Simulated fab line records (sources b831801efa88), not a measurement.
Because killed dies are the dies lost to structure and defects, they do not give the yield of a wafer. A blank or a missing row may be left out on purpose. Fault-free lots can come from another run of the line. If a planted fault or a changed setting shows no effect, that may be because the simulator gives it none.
fab line records	flow sky130
record lots=24	wafers=72	lastDay=50
route steps=708 shown CONTACT@410 METAL1@437 VIA1@478 METAL2@498 VIA2@521 VIA3@585
lots that met no fault: from a run of the same line without faults
startH: hours from the record's first day to the start of the lot's first wafer shown	waitH: hours from the lot's prior step to this one	" the same as in the row above	L1.1+2: a single row standing in for several wafers	- no value, or no start was given	* or withheld: withheld	< > ~ a bound
route shown NAME@n: NAME is a module with steps in the file, n the number in the route of the first one	usual: mean/standard deviation of fault-free wafers	same: alike in all rows	chamber/n: place in a boat	sites: each site's reading	_std_site: the standard deviation of these	_edge_site: inner sites' mean taken away from outer sites' mean	radiusMm: for every site, how far away it sits from the centre of the wafer	mask NAME#n: copy n	behind: tool/chamber where the wafer was last shaped	hold: reason for holding the lot/hours on hold/outcome of the hold	device: which transistor (n, p or np) failed to switch	end of line: at the end of the route, the tests of the same wafers	a step without rows: its recipe alone	killed: at the first sort, the dies lost to defects and structure; wafer yield is something else	map: shows each die of a wafer: x if killed, . if not, _ if none is there
set.NAME: the setting that was run; set.NAME@STEP: the one run at that earlier step	model.NAME: the simulator's own value behind a step, which no gauge read
a sample of lots followed through the steps of the route, with each step as a table and each wafer as a row
services: when a tool's chamber went out of use (startH, in hours from the record's first day, below 0 if earlier), for how many hours, and the reason
## steps
# step SKY_CONTACT_CMP_04
# recipe material=SiO2	downForcePsi=4	platenRpm=60	padVelocityMS=0.94248
# usual headPressurePsi=3.999/0.0088	motorCurrentA=12.3/1.1	slurryFilterDpKPa=13.51/0.14	slurryFlowMlMin=150.1/0.49	timeToEndpointS=83/3.5
lot.wafer	tool	chamber	startH	waitH	headPressurePsi	motorCurrentA	slurryFilterDpKPa	slurryFlowMlMin	timeToEndpointS
L074.2	cmp-02	0	692.36	0.0	3.978	13.6	13.69	150.7	87
L074.1	"	1	"	"	3.983	10.5	13.57	149.3	87
L074.4	"	3	"	"	3.989	11.3	13.62	149.8	87
L075.3	cmp-02	2	708.21	0.1	4.010	12.2	13.63	150.1	78
L075.6	"	0	"	"	4.025	13.5	13.36	149.8	78
L075.5	"	1	"	"	4.001	11.0	13.54	150.7	80
L076.2	cmp-01	1	717.98	0.1	3.997	12.7	13.52	150.6	86
L076.1	"	3	"	"	4.003	12.4	13.62	150.3	81
L076.5	"	0	"	"	4.011	11.0	13.36	149.5	85
L077.2	cmp-01	1	721.75	0.0	4.005	12.7	13.48	151.0	87
L077.3	"	2	"	"	4.004	14.3	13.61	149.2	87
L077.6	"	2	"	"	3.998	13.3	13.64	150.2	91
L078.3	cmp-01	3	739.24	0.2	3.993	12.5	13.45	150.3	86
L078.5	"	0	"	"	3.994	12.1	13.20	150.3	81
L078.6	"	1	"	"	3.990	13.4	13.58	149.7	80
L079.3	cmp-01	1	739.86	0.1	3.999	13.5	13.66	149.8	82
L079.4	"	2	"	"	3.986	14.1	13.58	149.3	79
L079.2	"	3	"	"	4.008	12.0	13.55	149.9	81
L080.4	cmp-01	2	750.81	0.0	3.995	14.8	13.39	150.4	89
L080.2	"	3	"	"	3.995	12.8	13.36	150.7	86
L080.6	"	2	"	"	4.000	13.7	13.35	150.6	79
L081.4	cmp-01	1	757.87	0.1	4.014	12.3	13.57	149.9	81
L081.3	"	2	"	"	3.992	13.9	13.27	149.8	78
L081.5	"	0	"	"	4.000	12.4	13.69	150.0	83
L082.1	cmp-02	2	767.01	0.1	3.986	12.8	13.22	149.7	82
L082.3	"	3	"	"	4.011	10.6	13.81	149.7	83
L082.5	"	1	"	"	4.001	10.6	13.47	149.8	84
L083.3	cmp-02	0	789.79	0.0	3.997	12.8	13.39	150.0	80
L083.2	"	1	"	"	3.998	11.1	13.58	150.2	83
L083.4	"	2	"	"	3.992	13.0	13.62	150.5	83
L084.2	cmp-01	0	793.23	0.1	3.986	12.0	13.50	149.6	83
L084.6	"	2	"	"	3.991	13.5	13.40	149.7	79
L084.5	"	3	"	"	4.003	12.2	13.56	150.2	83
L085.4	cmp-02	1	795.22	0.2	3.993	10.6	13.55	149.8	80
L085.3	"	3	"	"	4.005	10.2	13.34	150.4	86
L085.5	"	0	"	"	3.996	13.4	13.52	149.7	82
L086.4	cmp-01	3	811.59	0.0	4.003	12.3	13.14	150.3	85
L086.2	"	2	"	"	3.992	14.1	13.44	149.3	82
L086.6	"	0	"	"	4.005	12.1	13.49	150.2	89
L087.2	cmp-01	3	827.64	0.0	3.999	11.7	13.64	149.2	86
L087.1	"	1	"	"	4.014	12.5	13.44	150.2	83
L087.3	"	2	"	"	3.999	13.8	13.44	150.1	82
L088.3	cmp-02	2	838.07	0.0	4.011	12.6	13.54	150.5	74
L088.6	"	2	"	"	4.005	13.2	13.61	150.5	79
L088.5	"	3	"	"	4.018	11.2	13.55	149.2	79
L089.3	cmp-01	3	844.14	0.2	3.999	11.9	13.62	150.1	85
L089.6	"	0	"	"	4.000	11.5	13.51	150.2	87
L089.5	"	1	"	"	3.987	13.1	13.82	149.8	80
L090.1	cmp-01	0	845.27	0.4	3.995	11.5	13.52	151.0	90
L090.4	"	1	"	"	3.998	12.2	13.48	150.0	82
L090.5	"	2	"	"	3.999	14.4	13.57	149.3	81
L091.4	cmp-01	0	848.03	0.1	3.997	11.6	13.51	149.7	79
L091.2	"	1	"	"	4.010	12.7	13.69	150.0	78
L091.5	"	3	"	"	3.996	12.6	13.53	150.4	81
L092.3	cmp-02	3	849.52	0.1	4.002	10.8	13.54	150.1	88
L092.1	"	0	"	"	4.019	13.4	13.72	149.8	84
L092.5	"	1	"	"	4.006	11.1	13.44	150.4	82
L093.3	cmp-02	1	853.45	0.1	3.994	11.2	13.54	150.8	78
L093.4	"	3	"	"	3.990	10.7	13.27	149.5	79
L093.5	"	0	"	"	3.978	13.1	13.30	151.3	77
L094.2	cmp-02	0	859.00	0.0	4.000	13.3	13.58	149.8	82
L094.1	"	2	"	"	3.992	13.1	13.28	150.0	79
L094.5	"	0	"	"	3.993	14.0	13.53	149.4	82
L095.3	cmp-02	1	881.68	0.1	3.991	10.6	13.75	148.8	83
L095.2	"	2	"	"	3.999	13.0	13.39	150.2	82
L095.5	"	0	"	"	3.996	13.4	13.49	151.3	88
L096.3	cmp-02	0	883.34	0.0	3.986	12.9	13.70	150.1	86
L096.4	"	2	"	"	3.991	12.7	13.41	150.2	86
L096.1	"	3	"	"	4.004	11.0	13.57	150.2	85
L097.2	cmp-01	3	899.01	0.0	4.001	11.7	13.57	150.2	81
L097.1	"	1	"	"	3.996	12.1	13.56	150.2	88
L097.5	"	0	"	"	3.998	12.2	13.53	150.4	87
# step SKY_METAL1_SPUTTER_03
# recipe material=Ti	targetThkNm=5	powerW=3000	timeS=3.3	chamberPressurePa=0.4
# usual throttleValvePct=30.0/0.98
lot.wafer	tool	chamber	startH	waitH	throttleValvePct
L074.1	pvdSputter-01	-	721.32	0.0	29.6
L074.2	"	-	"	"	31.2
L074.4	"	-	"	"	29.9
L075.3	pvdSputter-01	-	736.46	0.0	30.6
L075.5	"	-	"	"	31.3
L075.6	"	-	"	"	29.7
L076.1	pvdSputter-02	-	746.86	0.0	29.9
L076.2	"	-	"	"	29.1
L076.5	"	-	"	"	31.4
L077.2	pvdSputter-01	-	750.23	0.0	31.3
L077.3	"	-	"	"	29.8
L077.6	"	-	"	"	29.5
L078.3	pvdSputter-02	-	767.74	0.0	29.2
L078.5	"	-	"	"	29.7
L078.6	"	-	"	"	31.1
L079.2	pvdSputter-04	-	768.58	0.0	28.1
L079.3	"	-	"	"	30.9
L079.4	"	-	"	"	28.7
L080.2	pvdSputter-02	-	779.60	0.0	31.2
L080.4	"	-	"	"	31.1
L080.6	"	-	"	"	29.5
L081.3	pvdSputter-02	-	787.08	0.0	29.2
L081.4	"	-	"	"	31.1
L081.5	"	-	"	"	31.4
L082.1	pvdSputter-01	-	795.25	0.0	29.7
L082.3	"	-	"	"	29.5
L082.5	"	-	"	"	30.8
L083.2	pvdSputter-02	-	818.34	0.0	30.9
L083.3	"	-	"	"	29.4
L083.4	"	-	"	"	29.8
L084.2	pvdSputter-04	-	821.31	0.0	28.2
L084.5	"	-	"	"	30.9
L084.6	"	-	"	"	28.2
L085.3	pvdSputter-02	-	823.73	0.0	31.2
L085.4	"	-	"	"	29.9
L085.5	"	-	"	"	29.7
L086.2	pvdSputter-04	-	840.29	0.0	28.8
L086.4	"	-	"	"	28.3
L086.6	"	-	"	"	28.7
L087.1	pvdSputter-04	-	855.93	0.0	31.1
L087.2	"	-	"	"	28.2
L087.3	"	-	"	"	30.1
L088.3	pvdSputter-01	-	866.41	0.0	29.7
L088.5	"	-	"	"	30.6
L088.6	"	-	"	"	29.7
L089.3	pvdSputter-04	-	872.45	0.0	30.8
L089.5	"	-	"	"	28.5
L089.6	"	-	"	"	30.2
L090.1	pvdSputter-04	-	873.62	0.0	28.5
L090.4	"	-	"	"	30.5
L090.5	"	-	"	"	30.3
L091.2	pvdSputter-04	-	876.19	0.0	30.4
L091.4	"	-	"	"	28.3
L091.5	"	-	"	"	30.9
L092.1	pvdSputter-01	-	877.42	0.0	30.6
L092.3	"	-	"	"	29.6
L092.5	"	-	"	"	30.8
L093.3	pvdSputter-01	-	881.43	0.0	31.1
L093.4	"	-	"	"	29.9
L093.5	"	-	"	"	31.3
L094.1	pvdSputter-02	-	887.07	0.0	29.6
L094.2	"	-	"	"	31.4
L094.5	"	-	"	"	29.2
L095.2	pvdSputter-04	-	910.03	0.0	28.8
L095.3	"	-	"	"	30.3
L095.5	"	-	"	"	28.2
L096.1	pvdSputter-04	-	910.96	0.0	28.6
L096.3	"	-	"	"	30.8
L096.4	"	-	"	"	30.2
L097.1	pvdSputter-01	-	925.74	0.0	29.9
L097.2	"	-	"	"	29.7
L097.5	"	-	"	"	31.1
# step SKY_VIA1_SPUTTER_20
# recipe material=TiN	targetThkNm=20	chamberPressurePa=5	powerW=4000	timeS=80
# usual throttleValvePct=30.0/0.94
lot.wafer	tool	chamber	startH	waitH	throttleValvePct
L074.1	pvdSputter-02	-	777.82	0.0	31.4
L074.2	"	-	"	"	31.2
L074.4	"	-	"	"	29.5
L075.3	pvdSputter-01	-	791.62	0.0	29.7
L075.5	"	-	"	"	31.4
L075.6	"	-	"	"	29.6
L076.1	pvdSputter-01	-	802.77	0.0	31.2
L076.2	"	-	"	"	31.0
L076.5	"	-	"	"	29.8
L077.2	pvdSputter-03	-	806.21	0.0	28.4
L077.3	"	-	"	"	30.4
L077.6	"	-	"	"	29.1
L078.3	pvdSputter-01	-	823.42	0.0	30.7
L078.5	"	-	"	"	29.8
L078.6	"	-	"	"	31.2
L079.2	pvdSputter-03	-	823.76	0.0	30.1
L079.3	"	-	"	"	29.1
L079.4	"	-	"	"	28.6
L080.2	pvdSputter-03	-	835.68	0.0	30.6
L080.4	"	-	"	"	30.2
L080.6	"	-	"	"	30.5
L081.3	pvdSputter-02	-	842.15	0.0	31.2
L081.4	"	-	"	"	28.7
L081.5	"	-	"	"	29.3
L082.1	pvdSputter-02	-	849.85	0.0	29.3
L082.3	"	-	"	"	29.9
L082.5	"	-	"	"	30.9
L083.2	pvdSputter-02	-	874.17	0.0	31.4
L083.3	"	-	"	"	29.1
L083.4	"	-	"	"	29.7
L084.2	pvdSputter-01	-	876.30	0.0	31.0
L084.5	"	-	"	"	29.5
L084.6	"	-	"	"	31.5
L085.3	pvdSputter-02	-	878.30	0.0	31.2
L085.4	"	-	"	"	31.2
L085.5	"	-	"	"	31.1
L086.2	pvdSputter-03	-	893.97	0.0	30.2
L086.4	"	-	"	"	30.3
L086.6	"	-	"	"	28.4
L087.1	pvdSputter-03	-	909.76	0.0	30.1
L087.2	"	-	"	"	28.4
L087.3	"	-	"	"	30.5
L088.3	pvdSputter-02	-	919.54	0.0	29.3
L088.5	"	-	"	"	31.3
L088.6	"	-	"	"	29.2
L089.3	pvdSputter-03	-	925.77	0.0	28.8
L089.5	"	-	"	"	28.7
L089.6	"	-	"	"	28.9
L090.1	pvdSputter-02	-	926.93	0.0	29.7
L090.4	"	-	"	"	31.2
L090.5	"	-	"	"	31.1
L091.2	pvdSputter-03	-	929.01	0.0	30.5
L091.4	"	-	"	"	28.5
L091.5	"	-	"	"	30.3
L092.1	pvdSputter-01	-	929.66	0.0	31.4
L092.3	"	-	"	"	29.7
L092.5	"	-	"	"	31.0
L093.3	pvdSputter-03	-	934.61	0.0	30.2
L093.4	"	-	"	"	30.4
L093.5	"	-	"	"	28.8
L094.1	pvdSputter-03	-	939.44	0.0	30.0
L094.2	"	-	"	"	30.6
L094.5	"	-	"	"	30.5
L095.2	pvdSputter-02	-	961.47	0.0	31.1
L095.3	"	-	"	"	29.7
L095.5	"	-	"	"	29.8
L096.1	pvdSputter-01	-	963.02	0.0	29.6
L096.3	"	-	"	"	29.7
L096.4	"	-	"	"	30.8
L097.1	pvdSputter-03	-	976.72	0.0	30.2
L097.2	"	-	"	"	29.0
L097.5	"	-	"	"	30.3
# step SKY_METAL2_CD_MEAS_15
# recipe targetCdNm=140
# usual cdNm=140.1/1.6
lot.wafer	tool	chamber	startH	waitH	cdNm
L074.1	cdSem-02	-	805.03	-	141.5
L074.2	"	-	"	"	140.2
L074.4	"	-	"	"	139.8
L075.3	cdSem-02	-	818.58	-	140.2
L075.5	"	-	"	"	139.4
L075.6	"	-	"	"	139.8
L076.1	cdSem-02	-	830.18	-	139.2
L076.2	"	-	"	"	140.9
L076.5	"	-	"	"	141.3
L077.2	cdSem-01	-	833.30	-	141.5
L077.3	"	-	"	"	140.0
L077.6	"	-	"	"	141.8
L078.3	cdSem-02	-	850.58	-	139.4
L078.5	"	-	"	"	140.1
L078.6	"	-	"	"	139.1
L079.2	cdSem-01	-	850.91	-	140.8
L079.3	"	-	"	"	140.9
L079.4	"	-	"	"	140.7
L080.2	cdSem-02	-	862.51	-	141.1
L080.4	"	-	"	"	139.7
L080.6	"	-	"	"	140.5
L081.3	cdSem-02	-	869.15	-	143.1
L081.4	"	-	"	"	143.7
L081.5	"	-	"	"	142.5
L082.1	cdSem-01	-	876.44	-	139.6
L082.3	"	-	"	"	139.2
L082.5	"	-	"	"	138.7
L083.2	cdSem-02	-	900.80	-	139.6
L083.3	"	-	"	"	141.9
L083.4	"	-	"	"	140.3
L084.2	cdSem-01	-	903.11	-	138.5
L084.5	"	-	"	"	139.3
L084.6	"	-	"	"	140.5
L085.3	cdSem-02	-	904.88	-	142.0
L085.4	"	-	"	"	143.2
L085.5	"	-	"	"	144.9
L086.2	cdSem-02	-	919.81	-	138.5
L086.4	"	-	"	"	138.1
L086.6	"	-	"	"	139.1
L087.1	cdSem-01	-	935.84	-	139.6
L087.2	"	-	"	"	140.0
L087.3	"	-	"	"	140.6
L088.3	cdSem-02	-	945.48	-	137.9
L088.5	"	-	"	"	136.2
L088.6	"	-	"	"	137.5
L089.3	cdSem-01	-	952.07	-	138.1
L089.5	"	-	"	"	137.2
L089.6	"	-	"	"	138.0
L090.1	cdSem-02	-	952.38	-	141.4
L090.4	"	-	"	"	139.7
L090.5	"	-	"	"	140.8
L091.2	cdSem-02	-	954.71	-	143.6
L091.4	"	-	"	"	143.4
L091.5	"	-	"	"	144.4
L092.1	cdSem-02	-	955.84	-	140.7
L092.3	"	-	"	"	139.6
L092.5	"	-	"	"	140.5
L093.3	cdSem-01	-	959.88	-	139.8
L093.4	"	-	"	"	142.0
L093.5	"	-	"	"	141.7
L094.1	cdSem-02	-	963.69	-	141.0
L094.2	"	-	"	"	139.2
L094.5	"	-	"	"	140.3
L095.2	cdSem-01	-	986.40	-	139.0
L095.3	"	-	"	"	138.7
L095.5	"	-	"	"	141.7
L096.1	cdSem-02	-	987.33	-	138.0
L096.3	"	-	"	"	138.3
L096.4	"	-	"	"	138.1
L097.1	cdSem-01	-	999.59	-	139.4
L097.2	"	-	"	"	139.4
L097.5	"	-	"	"	138.5
# step SKY_VIA2_ETCH_14
# recipe chemistry=N2/H2	target=BARC	ionEnergyEv=200	sourceW=500	biasW=100	pressureMtorr=30	n2FlowSccm=100	h2FlowSccm=200	stopOn=SiO2	timeS=45.9	targetDepthA=600
# usual chamberPressureMTorr=30.001/0.027	drypumpMotorCurrentA=5.6/0.42	h2FlowSccm=200.0/0.64	oesProductAu=0.852/0.0047	throttleValvePct=13.223/0.0085
lot.wafer	tool	chamber	startH	waitH	chamberPressureMTorr	drypumpMotorCurrentA	h2FlowSccm	oesProductAu	rfHoursCounterH	throttleValvePct
L074.1	rieDiel-04	3	832.98	0.0	29.990	5.3	198.7	0.850	4	13.234
L074.2	"	0	"	"	29.954	5.5	200.5	0.852	14	13.237
L074.4	"	1	"	"	30.004	5.4	199.7	0.848	8	13.234
L075.3	rieDiel-04	1	846.64	0.0	30.033	5.4	199.4	0.853	8	13.215
L075.5	"	3	"	"	30.014	5.3	200.0	0.859	-	13.215
L075.6	"	1	"	"	30.018	5.4	199.7	0.862	-	13.226
L076.1	rieDiel-03	2	858.39	0.0	29.967	5.6	200.5	0.857	23	13.219
L076.2	"	0	"	"	29.944	5.1	200.9	0.865	16	13.223
L076.5	"	0	"	"	30.018	5.1	200.2	0.858	-	13.227
L077.2	rieDiel-03	2	860.89	0.0	30.014	5.6	200.2	0.852	23	13.216
L077.3	"	0	"	"	29.980	5.1	199.8	0.857	16	13.215
L077.6	"	1	"	"	29.973	5.4	199.7	0.857	-	13.226
L078.3	rieDiel-04	1	878.69	0.0	29.999	5.4	199.1	0.859	9	13.238
L078.5	"	2	"	"	30.043	5.4	200.3	0.856	-	13.207
L078.6	"	3	"	"	30.004	5.4	200.5	0.864	-	13.234
L079.2	rieDiel-03	3	878.73	0.0	30.035	5.9	200.4	0.850	15	13.220
L079.3	"	2	"	"	30.051	5.6	199.9	0.848	24	13.221
L079.4	"	0	"	"	30.038	5.1	200.0	0.848	17	13.229
L080.2	rieDiel-04	3	889.84	0.0	30.006	5.3	199.4	0.858	5	13.233
L080.4	"	2	"	"	29.953	5.4	198.7	0.851	6	13.222
L080.6	"	0	"	"	29.978	5.4	200.5	0.852	-	13.216
L081.3	rieDiel-01	2	895.94	0.0	29.989	5.8	200.3	0.848	18	13.208
L081.4	"	3	"	"	29.962	6.6	200.9	0.849	10	13.216
L081.5	"	2	"	"	30.036	5.8	199.9	0.847	-	13.224
L082.1	rieDiel-04	3	903.95	0.0	29.965	5.4	199.9	0.851	6	13.221
L082.3	"	0	"	"	30.002	5.5	198.6	0.852	16	13.216
L082.5	"	3	"	"	30.000	5.3	200.0	0.853	-	13.216
L083.2	rieDiel-04	1	927.53	0.0	29.996	5.4	199.6	0.856	10	13.226
L083.3	"	0	"	"	29.997	5.5	200.3	0.848	16	13.243
L083.4	"	0	"	"	30.029	5.4	200.1	0.851	-	13.224
L084.2	rieDiel-04	0	929.38	0.0	30.016	5.5	200.8	0.852	16	13.229
L084.5	"	1	"	"	29.982	5.4	200.8	0.851	-	13.239
L084.6	"	0	"	"	29.986	5.5	200.1	0.851	-	13.225
L085.3	rieDiel-01	3	931.18	0.0	29.951	6.6	198.8	0.850	10	13.227
L085.4	"	2	"	"	30.021	5.8	200.0	0.857	19	13.223
L085.5	"	2	"	"	30.055	5.8	199.8	0.848	-	13.219
L086.2	rieDiel-03	3	946.54	0.0	29.961	5.9	199.7	0.849	17	13.243
L086.4	"	0	"	"	30.018	5.1	200.5	0.853	19	13.221
L086.6	"	0	"	"	30.007	5.1	200.2	0.854	-	13.231
L087.1	rieDiel-04	3	961.93	0.0	29.964	5.3	200.0	0.857	7	13.234
L087.2	"	1	"	"	30.016	5.4	199.9	0.850	11	13.225
L087.3	"	0	"	"	30.001	5.5	200.5	0.849	17	13.219
L088.3	rieDiel-01	2	970.70	0.0	29.968	5.8	200.3	0.852	20	13.218
L088.5	"	2	"	"	30.038	5.8	200.0	0.854	-	13.228
L088.6	"	1	"	"	29.943	6.5	200.3	0.850	-	13.221
L089.3	rieDiel-03	0	976.39	0.0	30.006	5.1	200.0	0.855	19	13.207
L089.5	"	0	"	"	30.050	5.1	200.6	0.859	-	13.233
L089.6	"	1	"	"	29.977	5.4	199.2	0.856	-	13.223
L090.1	rieDiel-01	0	977.55	0.0	29.975	5.6	199.3	0.846	9	13.220
L090.4	"	3	"	"	29.992	6.6	199.6	0.849	12	13.218
L090.5	"	1	"	"	29.969	6.5	199.5	0.847	-	13.221
L091.2	rieDiel-01	1	980.35	0.0	29.983	6.6	201.2	0.852	20	13.227
L091.4	"	0	"	"	30.028	5.5	199.2	0.861	9	13.227
L091.5	"	2	"	"	29.946	5.7	199.6	0.857	-	13.219
L092.1	rieDiel-04	1	981.28	0.0	30.018	5.4	200.6	0.850	12	13.227
L092.3	"	0	"	"	30.017	5.5	200.4	0.845	18	13.226
L092.5	"	0	"	"	30.008	5.5	200.5	0.847	-	13.227
L093.3	rieDiel-01	3	985.40	0.0	30.060	6.6	200.8	0.849	12	13.235
L093.4	"	0	"	"	29.981	5.6	200.4	0.853	9	13.222
L093.5	"	2	"	"	30.005	5.8	201.2	0.852	-	13.216
L094.1	rieDiel-03	0	989.53	0.0	29.999	5.2	200.7	0.856	20	13.213
L094.2	"	2	"	"	29.991	5.6	200.0	0.858	28	13.222
L094.5	"	0	"	"	29.982	5.1	200.8	0.850	-	13.229
L095.2	rieDiel-03	0	1011.49	0.0	30.024	5.2	199.2	0.862	21	13.227
L095.3	"	2	"	"	30.028	5.6	198.9	0.842	28	13.226
L095.5	"	3	"	"	30.028	5.9	199.9	0.849	-	13.229
L096.1	rieDiel-03	2	1011.95	0.0	29.975	5.6	200.5	0.841	28	13.221
L096.3	"	3	"	"	29.993	5.9	199.8	0.855	19	13.232
L096.4	"	1	"	"	29.970	5.4	200.1	0.856	29	13.208
L097.1	rieDiel-03	3	1023.99	0.0	30.002	5.9	200.0	0.849	20	13.230
L097.2	"	1	"	"	30.079	5.4	200.1	0.846	30	13.225
L097.5	"	2	"	"	30.002	5.6	200.6	0.855	-	13.235
# step SKY_VIA3_CD_MEAS_12
# recipe targetCdNm=200
# usual cdNm=200.2/1.5
lot.wafer	tool	chamber	startH	waitH	cdNm
L074.1	cdSem-02	-	913.79	-	199.8
L074.2	"	-	"	"	198.7
L074.4	"	-	"	"	199.9
L075.3	cdSem-02	-	927.18	-	199.3
L075.5	"	-	"	"	199.7
L075.6	"	-	"	"	199.4
L076.1	cdSem-01	-	938.24	-	202.8
L076.2	"	-	"	"	201.2
L076.5	"	-	"	"	202.9
L077.2	cdSem-02	-	940.01	-	199.7
L077.3	"	-	"	"	199.3
L077.6	"	-	"	"	198.9
L078.3	cdSem-01	-	958.13	-	201.0
L078.5	"	-	"	"	201.4
L078.6	"	-	"	"	201.3
L079.2	cdSem-02	-	958.20	-	199.7
L079.3	"	-	"	"	202.1
L079.4	"	-	"	"	199.8
L080.2	cdSem-02	-	967.61	-	201.5
L080.4	"	-	"	"	199.9
L080.6	"	-	"	"	201.3
L081.3	cdSem-02	-	974.88	-	200.4
L081.4	"	-	"	"	201.6
L081.5	"	-	"	"	201.7
L082.1	cdSem-02	-	982.73	-	199.5
L082.3	"	-	"	"	199.0
L082.5	"	-	"	"	199.7
L083.2	cdSem-02	-	1003.80	-	200.9
L083.3	"	-	"	"	200.5
L083.4	"	-	"	"	200.1
L084.2	cdSem-01	-	1004.75	-	200.3
L084.5	"	-	"	"	199.8
L084.6	"	-	"	"	200.3
L085.3	cdSem-02	-	1007.83	-	200.7
L085.4	"	-	"	"	200.4
L085.5	"	-	"	"	201.6
L086.2	cdSem-02	-	1020.50	-	198.4
L086.4	"	-	"	"	198.0
L086.6	"	-	"	"	197.3
L087.1	cdSem-01	-	1035.34	-	198.8
L087.2	"	-	"	"	197.2
L087.3	"	-	"	"	199.5
L088.3	cdSem-01	-	1043.18	-	198.1
L088.5	"	-	"	"	199.4
L088.6	"	-	"	"	199.7
L089.3	cdSem-01	-	1048.13	-	203.8
L089.5	"	-	"	"	203.4
L089.6	"	-	"	"	203.1
L090.1	cdSem-02	-	1049.19	-	198.1
L090.4	"	-	"	"	200.1
L090.5	"	-	"	"	198.6
L091.2	cdSem-02	-	1052.06	-	200.0
L091.4	"	-	"	"	200.1
L091.5	"	-	"	"	200.9
L092.1	cdSem-02	-	1053.54	-	198.2
L092.3	"	-	"	"	197.7
L092.5	"	-	"	"	197.6
L093.3	cdSem-02	-	1057.03	-	199.8
L093.4	"	-	"	"	201.5
L093.5	"	-	"	"	199.9
L094.1	cdSem-01	-	1060.44	-	200.1
L094.2	"	-	"	"	199.4
L094.5	"	-	"	"	199.3
L095.2	cdSem-01	-	1080.91	-	203.0
L095.3	"	-	"	"	203.0
L095.5	"	-	"	"	200.6
L096.1	cdSem-01	-	1081.36	-	203.5
L096.3	"	-	"	"	200.7
L096.4	"	-	"	"	202.1
L097.1	cdSem-01	-	1090.93	-	198.8
L097.2	"	-	"	"	198.6
L097.5	"	-	"	"	198.6
## services
tool	chamber	startH	hours	kind
cmp-01	-	678.23	1.8	repair
cmp-01	-	683.29	1.5	repair
cmp-02	-	683.30	0.6	repair
pvdSputter-02	-	684.01	7.6	repair
cmp-02	-	686.20	4.6	pm
cmp-01	-	691.66	0.7	repair
cmp-01	-	707.12	8.6	pm
cmp-01	-	744.00	4.0	pm
cmp-02	-	753.34	0.8	repair
cmp-02	-	768.45	0.9	repair
pvdSputter-01	-	785.73	0.7	repair
pvdSputter-02	-	827.26	11.6	repair
cmp-01	-	834.46	2.1	repair
pvdSputter-01	-	836.39	6.2	repair
pvdSputter-02	-	840.67	1.2	repair
cmp-02	-	842.96	2.3	repair
pvdSputter-02	-	868.18	2.4	repair
pvdSputter-02	-	880.20	4.8	repair
cmp-02	-	908.45	4.9	repair
cmp-02	-	913.36	4.0	pm
cmp-01	-	922.08	0.5	repair
pvdSputter-02	-	931.67	1.4	repair
pvdSputter-01	-	979.70	3.2	repair
cmp-01	-	1019.40	3.8	repair
## key
fault none
